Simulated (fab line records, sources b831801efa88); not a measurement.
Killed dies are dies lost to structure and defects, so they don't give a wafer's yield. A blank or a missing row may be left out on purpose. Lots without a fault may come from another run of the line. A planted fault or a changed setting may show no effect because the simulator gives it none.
fab line records | flow sky130
record lots=7 wafers=21 last_day=49
route steps=708 shown RES_XHIGH@339 SD_N@342 SD_P@359 PAD_OPEN@708
lots that met no fault: from a run of the same line without faults
start_h: hours from the record's first day to the start of the lot's first wafer shown | wait_h: hours since the lot's step before | " the same as in the row above | L1.1+2: a row that stands for several wafers | - no value, or no start given | * or withheld: withheld | < > ~ a bound
route shown NAME@n: a module of which the file shows steps, and the number in the route of the first | usual: mean/standard deviation of fault-free wafers | same: alike in all rows | chamber/n: place in a boat | sites: the reading at each site | _std_site: their standard deviation | _edge_site: outer sites' mean less inner sites' | radius_mm: how far each site lies from the wafer's centre | mask NAME#n: copy n | behind: the tool/chamber that last shaped the wafer | hold: why the lot was held/for how many hours/how that ended | device: the transistor (n, p or np) that didn't switch | end of line: the same wafers' tests at the end of the route | a step without rows: its recipe alone | killed: dies lost to structure and defects at the first sort, not the wafer's yield | map: a wafer's dies, x killed, . not, _ none there
set.NAME: the setting as run; set.NAME@STEP: as run at that earlier step | model.NAME: the simulator's own value behind a step, which no gauge read
lots at some steps of the route; a table a step, a row a wafer
services: from which hour (start_h, from the record's first day; less than 0 if before it) a tool's chamber was out of use, for how many hours, and why
## steps
# step SKY_RES_XHIGH_IMPLANT_07
# recipe species=BF2 energy_kev=20 dose_cm2=3.64e+14 tilt_deg=0
# step SKY_RES_XHIGH_STRIP_08
# recipe chemistry=O2/N2 power_w=1400 pressure_mtorr=1500 platen_temp_c=withheld o2_flow_sccm=3000 n2_flow_sccm=300 overash_fraction=0.5
# usual drypump_motor_current_A=5.8/0.44 oes_product_au=0.710/0.0043 strip_time_to_endpoint_s=14.28/0.05
# columns lot.wafer tool chamber start_h wait_h drypump_motor_current_A oes_product_au rf_hours_counter_h strip_time_to_endpoint_s
L609.2 plasma_asher-01 0 605.48 0.1 5.6 0.712 17 14.30
L609.4 " 0 " " 5.6 0.712 - 14.28
L609.6 " 0 " " 5.6 0.716 - 14.30
L618.3 plasma_asher-01 0 689.47 0.1 5.6 0.709 - 14.30
L618.4 " 1 " " 5.9 0.700 - 14.27
L618.5 " 1 " " 5.9 0.709 - 14.28
L617.1 plasma_asher-03 0 690.69 0.1 6.2 0.706 89 14.36
L617.4 " 0 " " 6.2 0.707 - 14.34
L617.6 " 1 " " 5.8 0.710 - 14.33
L619.4 plasma_asher-04 0 704.97 0.1 6.3 0.717 - 14.26
L619.5 " 0 " " 6.3 0.706 - 14.30
L619.6 " 1 " " 4.8 0.709 - 14.28
L625.1 plasma_asher-01 1 743.98 0.1 5.9 0.702 31 14.25
L625.2 " 0 " " 5.6 0.705 31 14.22
L625.3 " 0 " " 5.6 0.708 - 14.19
L626.1 plasma_asher-01 0 755.23 0.1 5.6 0.715 33 14.32
L626.3 " 1 " " 5.9 0.708 - 14.37
L626.6 " 0 " " 5.6 0.711 - 14.34
L627.1 plasma_asher-04 1 776.28 0.1 4.8 0.707 63 14.40
L627.2 " 0 " " 6.3 0.707 63 14.35
L627.5 " 1 " " 4.8 0.713 - 14.34
# step SKY_RES_XHIGH_TW_MEAS_09
# usual RES_XHIGH_TW=1649/13
# columns lot.wafer tool chamber start_h wait_h RES_XHIGH_TW
L609.2 film_metro-02 - 605.59 0.1 1636
L609.4 " - " " 1636
L609.6 " - " " 1635
L618.3 film_metro-01 - 689.55 0.1 1670
L618.4 " - " " 1672
L618.5 " - " " 1676
L617.1 film_metro-01 - 690.79 0.1 1664
L617.4 " - " " 1673
L617.6 " - " " 1662
L619.4 film_metro-02 - 705.07 0.1 1636
L619.5 " - " " 1639
L619.6 " - " " 1640
L625.1 film_metro-03 - 744.08 0.1 1640
L625.2 " - " " 1641
L625.3 " - " " 1639
L626.1 film_metro-02 - 755.33 0.1 1644
L626.3 " - " " 1636
L626.6 " - " " 1637
L627.1 film_metro-03 - 776.38 0.1 1636
L627.2 " - " " 1642
L627.5 " - " " 1640
# step SKY_SD_N_DEHYDRATE_00
# recipe temp_c=200 time_s=60
# step SKY_SD_N_HMDS_01
# recipe prime_time_s=60 prime_temp_c=120
# step SKY_SD_N_COAT_02
# recipe resist=NOVOLAK spin_rpm=3000 resist_thk_nm=1140
# step SKY_SD_N_SOFTBAKE_03
# recipe temp_c=90 time_s=60 resist=NOVOLAK
# step SKY_SD_N_EXPOSE_04
# recipe mask_id=NSDM na=0.6 source_shape=conventional sigma_outer=0.6 polarization=unpolarized target_cd_nm=380 dose_mj=141
# step SKY_SD_N_PEB_05
# recipe temp_c=withheld time_s=* resist=NOVOLAK
# step SKY_SD_N_DEVELOP_06
# recipe resist=NOVOLAK developer=TMAH develop_time_s=60 dev_temp_c=23
# step SKY_SD_N_CD_MEAS_07
# recipe target_cd_nm=380
# usual cd_nm=379.5/2.4
# columns lot.wafer tool chamber start_h wait_h cd_nm
L609.2 cd_sem-01 - 634.45 0.1 382.6
L609.4 " - " " 378.6
L609.6 " - " " 378.5
L618.3 cd_sem-01 - 716.89 0.2 379.8
L618.4 " - " " 378.3
L618.5 " - " " 377.3
L617.1 cd_sem-01 - 717.95 0.1 379.0
L617.4 " - " " 382.6
L617.6 " - " " 382.2
L619.4 cd_sem-01 - 731.41 0.2 382.2
L619.5 " - " " 381.2
L619.6 " - " " 378.1
L625.1 cd_sem-01 - 770.88 0.1 381.6
L625.2 " - " " 378.6
L625.3 " - " " 382.4
L626.1 cd_sem-02 - 781.09 0.1 381.7
L626.3 " - " " 381.1
L626.6 " - " " 379.2
L627.1 cd_sem-01 - 803.08 0.1 377.6
L627.2 " - " " 375.7
L627.5 " - " " 376.4
# step SKY_SD_N_OVL_MEAS_08
# usual SD_N_OVL=-1.1/1.4
# columns lot.wafer tool chamber start_h wait_h SD_N_OVL[nm]
L609.2 overlay-01 - 634.55 0.1 -0.7
L609.4 " - " " -1.2
L609.6 " - " " -0.3
L618.3 overlay-02 - 716.99 0.1 0.1
L618.4 " - " " -0.5
L618.5 " - " " 0.1
L617.1 overlay-02 - 718.07 0.1 1.8
L617.4 " - " " 0.2
L617.6 " - " " 1.8
L619.4 overlay-01 - 731.49 0.1 -2.2
L619.5 " - " " -3.4
L619.6 " - " " -2.1
L625.1 overlay-02 - 771.00 0.1 -2.7
L625.2 " - " " -0.6
L625.3 " - " " -2.0
L626.1 overlay-01 - 781.21 0.1 -0.6
L626.3 " - " " 0.1
L626.6 " - " " -2.4
L627.1 overlay-01 - 803.20 0.1 -2.8
L627.2 " - " " -1.3
L627.5 " - " " -0.8
# step SKY_SD_N_IMPLANT_09
# recipe species=As energy_kev=50 dose_cm2=4e+15 tilt_deg=0
# usual implant_ion_amu=75/0 tilt_deg=0.001/0.02
# columns lot.wafer tool chamber start_h wait_h implant_ion_amu tilt_deg model.implant.rp_nm model.implant.drp_nm
L609.2 implanter-01 0 634.61 0.0 75 -0.005 31.59 14.11
L609.4 " 0 " " 75 -0.027 31.59 14.11
L609.6 " 0 " " 75 0.001 31.59 14.11
L618.3 implanter-03 0 717.06 0.1 75 -0.001 31.14 14.11
L618.4 " 0 " " 75 -0.019 31.14 14.11
L618.5 " 0 " " 75 -0.006 31.14 14.11
L617.1 implanter-01 0 718.10 0.0 75 -0.021 33.47 14.11
L617.4 " 0 " " 75 0.000 33.47 14.11
L617.6 " 0 " " 75 0.010 33.47 14.11
L619.4 implanter-04 0 731.58 0.1 75 -0.005 32.41 14.11
L619.5 " 0 " " 75 -0.006 32.41 14.11
L619.6 " 0 " " 75 -0.011 32.41 14.11
L625.1 implanter-04 0 771.03 0.0 31 0.011 60.64 25.6
L625.2 " 0 " " 31 -0.031 60.64 25.6
L625.3 " 0 " " 31 0.000 60.64 25.6
L626.1 implanter-04 0 781.25 0.0 31 -0.005 62.85 25.6
L626.3 " 0 " " 31 0.001 62.85 25.6
L626.6 " 0 " " 31 -0.008 62.85 25.6
L627.1 implanter-03 0 803.23 0.0 31 -0.043 59.47 25.6
L627.2 " 0 " " 31 -0.029 59.47 25.6
L627.5 " 0 " " 31 -0.029 59.47 25.6
# step SKY_SD_N_IMPLANT_10
# recipe species=P energy_kev=20 dose_cm2=1e+14 tilt_deg=0
# step SKY_SD_N_STRIP_11
# recipe chemistry=O2/N2 power_w=1400 pressure_mtorr=1500 platen_temp_c=withheld o2_flow_sccm=3000 n2_flow_sccm=300 overash_fraction=0.5
# usual drypump_motor_current_A=5.7/0.36 oes_product_au=0.527/0.0047 strip_time_to_endpoint_s=22.55/0.05
# columns lot.wafer tool chamber start_h wait_h drypump_motor_current_A oes_product_au rf_hours_counter_h strip_time_to_endpoint_s
L609.2 plasma_asher-03 0 634.88 0.1 6.2 0.527 83 22.62
L609.4 " 1 " " 5.8 0.530 - 22.57
L609.6 " 0 " " 6.2 0.526 - 22.55
L618.3 plasma_asher-03 0 717.34 0.1 6.2 0.523 - 22.54
L618.4 " 1 " " 5.8 0.529 - 22.60
L618.5 " 1 " " 5.8 0.535 - 22.52
L617.1 plasma_asher-03 0 718.40 0.1 6.2 0.520 92 22.52
L617.4 " 1 " " 5.8 0.529 - 22.53
L617.6 " 1 " " 5.8 0.530 - 22.56
L619.4 plasma_asher-01 0 731.84 0.1 5.6 0.521 - 22.53
L619.5 " 0 " " 5.6 0.521 - 22.51
L619.6 " 1 " " 5.8 0.516 - 22.48
L625.1 plasma_asher-02 0 771.33 0.1 5.1 0.497 3 25.09
L625.2 " 1 " " 5.9 0.498 3 25.14
L625.3 " 0 " " 5.2 0.490 - 25.15
L626.1 plasma_asher-01 0 781.55 0.1 5.6 0.492 35 25.09
L626.3 " 1 " " 5.9 0.499 - 25.03
L626.6 " 1 " " 5.9 0.497 - 25.10
L627.1 plasma_asher-02 0 803.53 0.1 5.1 0.494 6 25.16
L627.2 " 1 " " 5.9 0.505 6 25.16
L627.5 " 1 " " 5.9 0.500 - 25.18
# step SKY_SD_N_TW_MEAS_12
# usual SD_N_TW=3994/28
# columns lot.wafer tool chamber start_h wait_h SD_N_TW
L609.2 film_metro-01 - 634.99 0.1 4049
L609.4 " - " " 4021
L609.6 " - " " 4024
L618.3 film_metro-03 - 717.43 0.1 3937
L618.4 " - " " 3943
L618.5 " - " " 3944
L617.1 film_metro-03 - 718.50 0.1 3989
L617.4 " - " " 3989
L617.6 " - " " 4001
L619.4 film_metro-01 - 731.93 0.1 4018
L619.5 " - " " 4015
L619.6 " - " " 4022
L625.1 film_metro-03 - 771.43 0.1 4433
L625.2 " - " " 4405
L625.3 " - " " 4427
L626.1 film_metro-03 - 781.65 0.1 4416
L626.3 " - " " 4434
L626.6 " - " " 4412
L627.1 film_metro-01 - 803.63 0.1 4474
L627.2 " - " " 4466
L627.5 " - " " 4497
# step SKY_SD_N_CLEAN_13
# recipe chemistry=SC1/SC2 mix=1:4:20 temp_c=70 time_s=150 dry=n2_spin
# step SKY_SD_N_RTA_14
# recipe temp_c=1075 time_s=2 idle_temp_c=650 ramp_up_c_per_s=150 ramp_down_c_per_s=90 ambient=N2
# usual anneal_temp_c_max=1081.2/1.1 lamp_power_pct=15.73/0.055 wafer_temp_C_max=1078.0/1.3
# same time_s=2
# columns lot.wafer tool chamber start_h wait_h anneal_temp_c_max lamp_power_pct wafer_temp_C_max
L609.2 rtp_anneal-01 0 635.10 0.0 1080.7 15.75 1078.4
L609.4 " 0 " " 1080.5 15.64 1078.4
L609.6 " 0 " " 1082.3 15.81 1075.9
L618.3 rtp_anneal-02 0 717.54 0.0 1082.0 15.74 1076.4
L618.4 " 0 " " 1080.8 15.71 1078.9
L618.5 " 0 " " 1082.0 15.66 1077.8
L617.1 rtp_anneal-01 0 718.61 0.0 1081.5 15.74 1076.5
L617.4 " 0 " " 1080.6 15.67 1077.7
L617.6 " 0 " " 1079.1 15.84 1078.2
L619.4 rtp_anneal-02 0 732.04 0.0 1082.0 15.86 1078.2
L619.5 " 0 " " 1080.9 15.74 1078.3
L619.6 " 0 " " 1081.1 15.74 1076.6
L625.1 rtp_anneal-02 0 771.54 0.0 1081.8 15.77 1079.7
L625.2 " 0 " " 1081.0 15.80 1078.2
L625.3 " 0 " " 1080.5 15.71 1078.2
L626.1 rtp_anneal-01 0 781.76 0.0 1082.1 15.77 1077.5
L626.3 " 0 " " 1081.4 15.71 1078.7
L626.6 " 0 " " 1080.2 15.64 1076.4
L627.1 rtp_anneal-02 0 803.74 0.0 1080.3 15.73 1079.5
L627.2 " 0 " " 1080.3 15.77 1079.4
L627.5 " 0 " " 1081.1 15.78 1077.9
# step SKY_SD_N_RS_MEAS_16
# recipe thk_meas_gauge=four-point-probe
# usual SD_N_RS=68.52/0.13
# columns lot.wafer tool chamber start_h wait_h SD_N_RS[ohm/sq]
L609.2 film_metro-02 - 635.29 0.1 68.65
L609.4 " - " " 68.64
L609.6 " - " " 68.65
L618.3 film_metro-01 - 717.73 0.1 68.47
L618.4 " - " " 68.47
L618.5 " - " " 68.68
L617.1 film_metro-02 - 718.79 0.1 68.44
L617.4 " - " " 68.62
L617.6 " - " " 68.51
L619.4 film_metro-01 - 732.25 0.1 68.51
L619.5 " - " " 68.50
L619.6 " - " " 68.53
L625.1 film_metro-02 - 771.72 0.1 30.73
L625.2 " - " " 30.66
L625.3 " - " " 30.62
L626.1 film_metro-01 - 781.93 0.1 30.73
L626.3 " - " " 30.74
L626.6 " - " " 30.73
L627.1 film_metro-03 - 803.92 0.1 30.52
L627.2 " - " " 30.59
L627.5 " - " " 30.56
# step SKY_SD_N_RS_MEAS_17
# recipe thk_meas_gauge=four-point-probe
# usual SD_P_RS=148.2/0.42
# columns lot.wafer tool chamber start_h wait_h SD_P_RS[ohm/sq]
L609.2 film_metro-02 - 635.41 0.1 148.9
L609.4 " - " " 148.7
L609.6 " - " " 148.6
L618.3 film_metro-01 - 717.85 0.1 148.1
L618.4 " - " " 148.5
L618.5 " - " " 148.0
L617.1 film_metro-02 - 718.91 0.1 148.2
L617.4 " - " " 148.5
L617.6 " - " " 148.2
L619.4 film_metro-01 - 732.37 0.1 147.8
L619.5 " - " " 148.4
L619.6 " - " " 148.3
L625.1 film_metro-02 - 771.84 0.1 148.7
L625.2 " - " " 148.8
L625.3 " - " " 148.7
L626.1 film_metro-01 - 782.05 0.1 148.1
L626.3 " - " " 148.3
L626.6 " - " " 147.5
L627.1 film_metro-03 - 804.04 0.1 147.7
L627.2 " - " " 147.6
L627.5 " - " " 147.2
# step SKY_PAD_OPEN_PROBE_99
# usual killed_at_M0_to_M3=43/7.4 killed_at_M4_up=3.1/1.8 killed_at_contacts=26/5.6 killed_at_front_end=15/4.9 killed_at_other=0.2/0.44 killed_dies=87/10 killed_open=48/7.6 killed_short=39/6.2
# same gross_dies=492 killed_at_back_side=0
# columns lot.wafer tool chamber start_h wait_h killed_at_M0_to_M3 killed_at_M4_up killed_at_contacts killed_at_front_end killed_at_other killed_dies killed_open killed_short
L609.2 prober-01 - 1063.86 0.1 48 2 22 14 0 86 49 37
L609.4 prober-01 - 1063.96 0.2 39 2 23 22 0 86 49 37
L609.6 prober-01 - 1064.06 0.2 47 3 22 18 0 90 46 43
L617.1 prober-02 - 1128.91 0.1 36 4 19 16 0 75 47 28
L617.4 prober-02 - 1129.06 0.2 46 6 22 17 0 91 56 34
L617.6 prober-02 - 1129.16 0.2 55 5 30 18 0 108 52 55
L619.4 prober-01 - 1139.31 0.2 31 4 25 15 0 75 39 35
L619.5 prober-01 - 1139.36 0.2 53 2 22 13 0 90 46 44
L619.6 prober-01 - 1139.41 0.2 31 2 28 8 0 69 43 26
L626.1 prober-02 - 1169.16 0.1 45 3 33 14 0 95 59 36
L626.3 prober-02 - 1169.26 0.2 71 0 20 16 0 107 55 29
L626.6 prober-02 - 1169.41 0.2 50 4 20 23 0 97 53 44
L627.1 prober-01 - 1184.10 0.1 47 1 31 13 0 92 45 46
L627.2 prober-01 - 1184.15 0.1 56 2 28 13 1 100 54 46
L627.5 prober-01 - 1184.30 0.2 52 1 25 14 0 92 45 46
# killed by level:class
L609.2 VIA1:geometric_particle:open=13 VIA3:geometric_particle:open=9 METAL2:geometric_particle:short=8 CONTACT:geometric_particle:open=7 CONTACT:geometric_particle:short=6 POLY_GATE:geometric_particle:open=6 LI_CONTACT:geometric_particle:open=6 VIA2:geometric_particle:short=5
L609.4 VIA1:geometric_particle:open=15 LI_CONTACT:geometric_particle:open=11 FIELD_ISO:geometric_particle:short=5 CONTACT:geometric_particle:open=5 VIA2:geometric_particle:short=5 FIELD_ISO:geometric_particle:open=4 SPACER:geometric_particle:open=4 CONTACT:geometric_particle:short=4
L609.6 VIA1:geometric_particle:open=11 CONTACT:geometric_particle:open=10 METAL2:geometric_particle:short=7 VIA3:geometric_particle:open=7 FIELD_ISO:geometric_particle:short=6 VIA1:geometric_particle:short=6 METAL1:geometric_particle:short=5 VIA2:geometric_particle:open=5
L617.1 VIA1:geometric_particle:open=10 CONTACT:geometric_particle:open=8 VIA2:geometric_particle:open=7 METAL1:geometric_particle:short=6 FIELD_ISO:geometric_particle:open=5 LI_CONTACT:geometric_particle:open=5 VIA3:geometric_particle:open=4 FIELD_ISO:geometric_particle:short=3
L617.4 VIA1:geometric_particle:open=16 CONTACT:geometric_particle:open=12 POLY_GATE:geometric_particle:short=9 VIA3:geometric_particle:open=7 POLY_GATE:geometric_particle:open=4 LI_CONTACT:geometric_particle:open=4 METAL1:geometric_particle:short=4 VIA1:geometric_particle:short=4
L617.6 CONTACT:geometric_particle:open=11 VIA1:geometric_particle:open=10 METAL2:geometric_particle:short=7 VIA2:geometric_particle:open=7 CONTACT:geometric_particle:short=6 LI_CONTACT:geometric_particle:open=6 VIA2:geometric_particle:short=6 FIELD_ISO:geometric_particle:open=5
L619.4 CONTACT:geometric_particle:open=11 METAL1:geometric_particle:short=6 POLY_GATE:geometric_particle:short=4 CONTACT:geometric_particle:short=4 METAL2:geometric_particle:short=4 VIA2:geometric_particle:open=4 VIA3:geometric_particle:open=4 POLY_GATE:geometric_particle:open=3
L619.5 METAL2:geometric_particle:short=11 VIA1:geometric_particle:open=9 CONTACT:geometric_particle:open=8 VIA3:geometric_particle:open=7 LI_CONTACT:geometric_particle:open=5 METAL1:geometric_particle:short=5 VIA2:geometric_particle:open=5 METAL3:geometric_particle:short=5
L619.6 CONTACT:geometric_particle:open=12 LI_CONTACT:geometric_particle:open=10 VIA1:geometric_particle:open=8 VIA2:geometric_particle:open=7 METAL1:geometric_particle:short=5 CONTACT:geometric_particle:short=4 METAL2:geometric_particle:short=3 VIA2:geometric_particle:short=3
L626.1 CONTACT:geometric_particle:open=15 VIA2:geometric_particle:open=10 VIA1:geometric_particle:open=8 VIA3:geometric_particle:open=7 LI_CONTACT:geometric_particle:open=6 CONTACT:geometric_particle:short=5 VIA2:geometric_particle:short=5 LOCAL_INTERCONNECT:geometric_particle:short=4
L626.3 VIA1:area_etch=23 VIA1:geometric_particle:open=17 LI_CONTACT:geometric_particle:open=9 CONTACT:geometric_particle:open=8 VIA1:geometric_particle:short=6 FIELD_ISO:geometric_particle:open=5 VIA2:geometric_particle:open=5 POLY_GATE:geometric_particle:short=4
L626.6 VIA1:geometric_particle:open=15 FIELD_ISO:geometric_particle:open=9 METAL1:geometric_particle:short=7 SPACER:geometric_particle:short=6 CONTACT:geometric_particle:open=6 VIA3:geometric_particle:open=6 LI_CONTACT:geometric_particle:open=5 CONTACT:geometric_particle:short=5
L627.1 VIA1:geometric_particle:open=10 VIA1:geometric_particle:short=8 LOCAL_INTERCONNECT:geometric_particle:short=7 CONTACT:geometric_particle:open=7 VIA2:geometric_particle:open=7 CONTACT:geometric_particle:short=6 VIA3:geometric_particle:open=6 FIELD_ISO:geometric_particle:open=5
L627.2 VIA1:geometric_particle:open=13 CONTACT:geometric_particle:short=12 VIA2:geometric_particle:open=12 CONTACT:geometric_particle:open=8 VIA3:geometric_particle:open=7 METAL2:geometric_particle:short=6 METAL1:geometric_particle:short=6 FIELD_ISO:geometric_particle:open=5
L627.5 VIA1:geometric_particle:open=11 CONTACT:geometric_particle:open=7 METAL2:geometric_particle:short=7 VIA3:geometric_particle:open=7 VIA1:geometric_particle:short=6 METAL3:geometric_particle:short=5 LI_CONTACT:geometric_particle:short=5 FIELD_ISO:geometric_particle:short=4
## services
# columns tool chamber start_h hours kind
implanter-04 - 588.09 2.3 repair
implanter-03 - 590.13 2.3 repair
implanter-04 - 598.46 15.0 pm
plasma_asher-02 - 611.65 2.8 pm
implanter-04 - 615.20 1.9 repair
plasma_asher-02 - 616.86 4.6 repair
plasma_asher-04 - 620.58 3.2 repair
implanter-01 - 668.16 2.5 repair
plasma_asher-01 - 673.62 3.8 repair
implanter-03 - 680.61 4.1 pm
implanter-04 - 697.67 2.7 repair
implanter-04 - 718.24 0.8 repair
plasma_asher-02 - 733.75 9.0 pm
plasma_asher-02 0 733.75 9.0 vent_cycle
plasma_asher-02 1 733.75 9.0 vent_cycle
plasma_asher-03 - 739.03 3.2 repair
implanter-03 - 741.02 10.5 repair
plasma_asher-02 0 742.75 - clean
plasma_asher-02 1 742.75 - clean
implanter-03 - 751.49 3.4 pm
plasma_asher-04 - 790.65 12.4 repair
implanter-04 - 792.39 1.4 repair
## key
first_sign step=SKY_SD_N_IMPLANT_09 reading=implant_ion_amu direction=down sigmas=99+ usual=75 struck=31
effect step=SKY_SD_N_STRIP_11 reading=strip_time_to_endpoint_s direction=up sigmas=51 usual=* struck=*
effect step=SKY_SD_N_TW_MEAS_12 reading=SD_N_TW direction=up sigmas=16 usual=3994 struck=4441
effect step=SKY_SD_N_RS_MEAS_16 reading=SD_N_RS direction=down sigmas=99+ usual=68.52 struck=30.65
model_effect step=SKY_SD_N_IMPLANT_09 value=implant.rp_nm without=32.35 struck=60.99
met_at SKY_SD_N_IMPLANT_09
struck_wafers L625.1,L625.2,L625.3,L626.1,L626.3,L626.6,L627.1,L627.2,L627.5
tester_left_out L625,L626,L627
baseline_loss step=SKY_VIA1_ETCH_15 wafers=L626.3
onset_between 731.58 771.03
fault kind=wrong_recipe_download tool=implanter-01,implanter-03,implanter-04 chamber=- onset_h=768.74 steps=SKY_SD_N_IMPLANT_09 wrong_recipe.not_listed=1
# tester_left_out: of these lots the tester's yield and bins aren't shown, on N5 and GAA mostly nor the transistor test; their killed dies are dies lost to structure and defects alone, not to doping, threshold or leakage, so they don't give the yield
# baseline_loss: these wafers lose ten dies or more at that step, a loss of the line's own and not of a fault; the sort's usual values leave them out
